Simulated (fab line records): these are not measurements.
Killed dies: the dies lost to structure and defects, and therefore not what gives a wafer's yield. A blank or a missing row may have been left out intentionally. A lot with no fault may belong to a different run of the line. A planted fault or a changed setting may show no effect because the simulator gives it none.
Comparing a struck lot with a sound one || flow sky130 || 15 out of 708 route steps
Sound: these wafers, L471.3, L471.4, L471.5. Struck: wafer L466.3. (L466.5, L466.6 of the same lot were not struck and are left out.) The cause comes at the end.
Per side, at each step with rows, come the tool, then ch with its chambers, and then its first start. Under that, the readings that differ: sound wafers || struck wafers || difference of the means || sigmas: that difference in standard deviations of wafers without a fault.
alike: a reading whose means differ by less than 2 such deviations, as well as words and numbers matching on both sides. not compared: withheld readings; readings where some wafer has no value; bounds like >300 that might hide an equal value; numbers whose values overlap and for which the record gives no deviation.
A row with sigmas, a row that says differs or no value, or rows on one side alone: a step with any of these is where the two part. Numbers that have no deviation but don't overlap get no sigmas and don't part them. Lack of a reading on every wafer of one side parts them only where that side has two or more wafers.

first, 8 steps without rows for these wafers: SKY_CONTACT_DEHYDRATE_06 (time 60 s); SKY_CONTACT_HMDS_07 (prime time 60 s); SKY_CONTACT_COAT_08 (resist thk 60 nm); SKY_CONTACT_COAT_09 (resist thk 450 nm); SKY_CONTACT_SOFTBAKE_10 (time 86.77 s); SKY_CONTACT_EXPOSE_11 (exposes mask CTM1, target cd 170 nm); SKY_CONTACT_PEB_12; SKY_CONTACT_DEVELOP_13 (develop time 60 s).
SKY_CONTACT_CD_MEAS_14 targets a cd of 170 nm.
  struck on cd-sem-02, day 35 03:37; sound on cd-sem-02, day 36 09:31
  alike: cd-nm
SKY_CONTACT_OVL_MEAS_15:
  struck on overlay-01, day 35 03:42; sound on overlay-01, day 36 09:36
  alike: CONTACT_OVL
SKY_CONTACT_ETCH_16: etches BARC in N2/H2, stops on SiO2, time 45.9 s, target depth 60 nm.
  sound on rie-diel-01 ch 0,1, day 36 09:37; struck on rie-diel-02 ch 2, day 35 03:43
{"reading": "rf-fwd-power-W (W)", "sound": "498.3 495.2 497.8", "struck": 493.0, "difference": -4.1, "sigmas": -2}
  alike: drypump-motor-current-A, oes-product-au, throttle-valve-pct
  not compared: rf-hours-counter-h
SKY_CONTACT_ETCH_17: etches SiO2 in C4F8/O2/Ar, stops on Si3N4, target depth 340 nm.
  sound on rie-diel-01 ch 0,1, day 36 09:40; struck on rie-diel-02 ch 2, day 35 03:46
  alike: oes-product-au, rf-fwd-power-W
SKY_CONTACT_ETCH_18: etches Si3N4 in CHF3/O2, stops on TiN, time 39 s, target depth 75 nm.
  sound on rie-diel-01 ch 0,1, day 36 09:00; struck on rie-diel-02 ch 2, day 35 03:00
{"reading": "oes-product-au (a.u.)", "sound": "0.848 0.864 0.873", "struck": 0.844, "difference": -0.018, "sigmas": -2}
{"reading": "rf-fwd-power-W (W)", "sound": "597.9 592.5 598.0", "struck": 495.3, "difference": -100.8, "sigmas": -42}
{"reading": "model.KrF-thick_of_CONTACT_COAT_09.thk-nm (nm)", "sound": "242.8 242.9 242.1", "struck": 248.5, "difference": "+5.9", "sigmas": ""}
  alike: O2_flow_sccm, drypump-motor-current-A, throttle-valve-pct
  not compared: rf-hours-counter-h
SKY_CONTACT_STRIP_19: strips in O2/N2.
  sound on plasma-asher-02 ch 0,1, day 36 09:47; struck on plasma-asher-01 ch 0, day 35 03:53
{"reading": "drypump-motor-current-A (A)", "sound": "5.0 4.8 4.8", "struck": 6.2, "difference": "+1.3", "sigmas": "+2"}
{"reading": "strip-time-to-endpoint-s (s)", "sound": "3.619 3.609 3.607", "struck": 3.684, "difference": "+0.072", "sigmas": "+2"}
  alike: oes-product-au
  not compared: rf-hours-counter-h
-- the record jumps here: 13 days lie between the struck wafers' starts before and after (it left off in module CONTACT and takes up again in module PAD_OPEN, whose first step shown is number 708 of the route) --
SKY_PAD_OPEN_PROBE_99:
  the record has rows for the struck wafers here (prober-01, day 48 10:44) and none for the sound ones

## WHERE THEY PART
First at SKY_CONTACT_ETCH_16; last, within this record, at SKY_PAD_OPEN_PROBE_99.

WHY: the cause the simulator had injected
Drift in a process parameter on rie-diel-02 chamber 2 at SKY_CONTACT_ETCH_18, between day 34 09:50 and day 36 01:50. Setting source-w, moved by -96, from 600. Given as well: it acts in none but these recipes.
